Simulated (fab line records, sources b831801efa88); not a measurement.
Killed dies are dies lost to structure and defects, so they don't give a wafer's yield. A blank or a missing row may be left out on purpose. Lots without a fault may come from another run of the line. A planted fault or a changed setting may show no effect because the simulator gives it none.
A struck lot beside a sound one | flow gf180mcu | 44 steps out of a route of 602
Sound: wafers L899.1, L899.5, L899.6. Struck: wafers L912.1, L912.4, L912.6. The cause comes at the end.
At each step with rows: each side's tool, then ch and its chambers, then its first start. Under that, the readings that differ: sound wafers | struck wafers | difference of the means | sigmas: that difference in standard deviations of wafers without a fault.
alike: readings whose means differ by less than 2 such deviations, and words and numbers that are the same on both sides. not compared: withheld readings, readings that some wafer has no value for, bounds like >300 that may hide the same value, and numbers for which the record gives no deviation and whose values overlap.
The two part at a step that has a row with sigmas, a row that says differs or no value, or rows on one side only. Numbers that don't overlap but have no deviation are shown without sigmas and don't part them. A reading that every wafer of one side lacks parts them only if that side has two wafers or more.

first, 4 steps without rows for these wafers: GF_V1_STRIP_19 (strips in post etch residue remover, time 1200 s); GF_V1_CLEAN_20 (cleans in DIW); GF_V1_SPUTTER_21 (material Ti, target thk 15 nm, time 80.02 s); GF_V1_SPUTTER_22 (material TiN, target thk 10 nm, time 40 s).
GF_V1_CVD_23: deposits W, target thk 350 nm, time 105.05 s.
  sound on cvd_w-02 ch 0,1, day 18 18:51; struck on cvd_w-02 ch 0,1, day 23 04:39
  alike: heater_power_w
GF_V1_RS_MEAS_24: measures by four-point-probe.
  sound on film_metro-04, day 18 18:58; struck on film_metro-03, day 23 04:46
  alike: V1_W_RS
GF_V1_THK_MEAS_25: measures by xrf.
  sound on film_metro-04, day 18 19:05; struck on film_metro-03, day 23 04:53
  alike: V1_W_THK
GF_V1_CMP_26: polishes, stops on SiO2, t overpolish 15.68 s, target thk 0 nm.
  sound on cmp-01 ch 1,2, day 18 19:09; struck on cmp-02 ch 0,1,3, day 23 04:59
  reading              | sound                | struck               | difference | sigmas
  overpolish_run_s (s) | 15.668 15.671 15.645 | 15.688 15.677 15.678 | +0.020     | +2
  alike: motor_current_A, time_to_endpoint_s
then, 1 step without rows for these wafers: GF_M2_SPUTTER_00 (material Ti, target thk 37.5 nm, time 150 s).
GF_M2_SPUTTER_01: material TiN, target thk 30 nm, time 25 s.
  sound on pvd_sputter-03, day 18 19:33; struck on pvd_sputter-02, day 23 05:20
  alike: cathode_dc_power_W, throttle_valve_pct
GF_M2_SPUTTER_02: material AlCu, target thk 450 nm, time 23.9 s.
  sound on pvd_sputter-03, day 18 19:35; struck on pvd_sputter-02, day 23 05:22
  alike: cathode_dc_power_W, throttle_valve_pct
then, 1 step without rows for these wafers: GF_M2_SPUTTER_03 (material Ti, target thk 10 nm, time 6.7 s).
GF_M2_SPUTTER_04: material TiN, target thk 50 nm, time 41.7 s.
  sound on pvd_sputter-03, day 18 19:38; struck on pvd_sputter-02, day 23 05:25
  reading                                | sound             | struck           | difference | sigmas
  model.TiN_of_M2_SPUTTER_04.thk_nm (nm) | 49.51 49.51 49.68 | 45.6 46.37 46.19 | -3.5       |
  alike: cathode_dc_power_W, throttle_valve_pct
GF_M2_RS_MEAS_05: measures by four-point-probe.
  sound on film_metro-02, day 18 19:40; struck on film_metro-03, day 23 05:28
  alike: M2_ALCU_RS
GF_M2_THK_MEAS_06: measures by xrf.
  sound on film_metro-02, day 18 19:47; struck on film_metro-03, day 23 05:35
  reading          | sound       | struck      | difference | sigmas
  M2_ALCU_THK (nm) | 455 453 449 | 462 471 465 | +14        | +2
then, 7 steps without rows for these wafers: GF_M2_DEHYDRATE_07 (time 60 s); GF_M2_HMDS_08 (prime time 60 s); GF_M2_COAT_09 (resist thk 1000 nm); GF_M2_SOFTBAKE_10 (time 60 s); GF_M2_EXPOSE_11 (exposes mask Metal2, target cd 280 nm); GF_M2_PEB_12 (peb time 90 s); GF_M2_DEVELOP_13 (develop time 60 s).
GF_M2_CD_MEAS_14: target cd 280 nm.
  sound on cd_sem-02, day 19 20:15; struck on cd_sem-01, day 24 03:29
  alike: cd_nm
GF_M2_OVL_MEAS_15:
  sound on overlay-01, day 19 20:22; struck on overlay-01, day 24 03:36
  reading     | sound | struck   | difference | sigmas
  M2_OVL (nm) | 9 8 7 | -9 -5 -3 | -14        | -2
then, 1 step without rows for these wafers: GF_M2_METAL_ETCH_16 (etches the open film in Cl2/BCl3, stops on SiO2, target depth 627.5 nm, time 104.6 s).
GF_M2_STRIP_17: strips in O2/N2.
  sound on plasma_asher-01 ch 0,1, day 19 20:31; struck on plasma_asher-02 ch 1, day 24 03:45
  alike: drypump_motor_current_A, heater_power_w, oes_product_au, strip_time_to_endpoint_s
  not compared: rf_hours_counter_h
then, 3 steps without rows for these wafers: GF_M2_STRIP_18 (strips in post etch residue remover, time 1200 s); GF_M2_CLEAN_19 (cleans in DIW); GF_V2_CVD_00 (deposits SiO2, target thk 600 nm, time 100 s).
GF_V2_THK_MEAS_01:
  sound on film_metro-04, day 19 21:07; struck on film_metro-02, day 24 04:22
  alike: V2_CVD_00_THK
then, 1 step without rows for these wafers: GF_V2_CVD_02 (deposits SiO2 from TEOS, target thk 850 nm, time 94.851 s).
GF_V2_THK_MEAS_03:
  sound on film_metro-01, day 19 21:15; struck on film_metro-01, day 24 04:29
  alike: V2_CVD_02_THK
then, 1 step without rows for these wafers: GF_V2_CMP_04 (polishes SiO2).
GF_V2_BOW_MEAS_05:
  sound on film_metro-01, day 19 22:29; struck on film_metro-01, day 24 04:51
  alike: V2_BOW
then, 8 steps without rows for these wafers: GF_V2_DEHYDRATE_06 (time 60 s); GF_V2_HMDS_07 (prime time 60 s); GF_V2_COAT_08; GF_V2_COAT_09 (resist thk 1000 nm); GF_V2_SOFTBAKE_10 (time 61.03 s); GF_V2_EXPOSE_11 (exposes mask Via2, target cd 260 nm); GF_V2_PEB_12 (peb time 90 s); GF_V2_DEVELOP_13 (develop time 60 s).
GF_V2_STRIP_19: strips in post etch residue remover, time 1200 s.
  sound on wet_bench-01 ch 2, day 20 23:25; struck on wet_bench-04 ch 0, day 25 03:26
  reading                                | sound             | struck            | difference | sigmas
  model.TiN_of_M2_SPUTTER_04.thk_nm (nm) | 48.66 48.67 48.84 | 44.77 45.55 45.36 | -3.50      |
GF_PASSIVATION_PROBE_99:
  the record has rows for the sound wafers here (prober-02, day 29 16:06) and none for the struck ones

WHERE THEY PART
First at GF_V1_CMP_26; last, within this record, at GF_PASSIVATION_PROBE_99.

WHY: what the simulator had put in
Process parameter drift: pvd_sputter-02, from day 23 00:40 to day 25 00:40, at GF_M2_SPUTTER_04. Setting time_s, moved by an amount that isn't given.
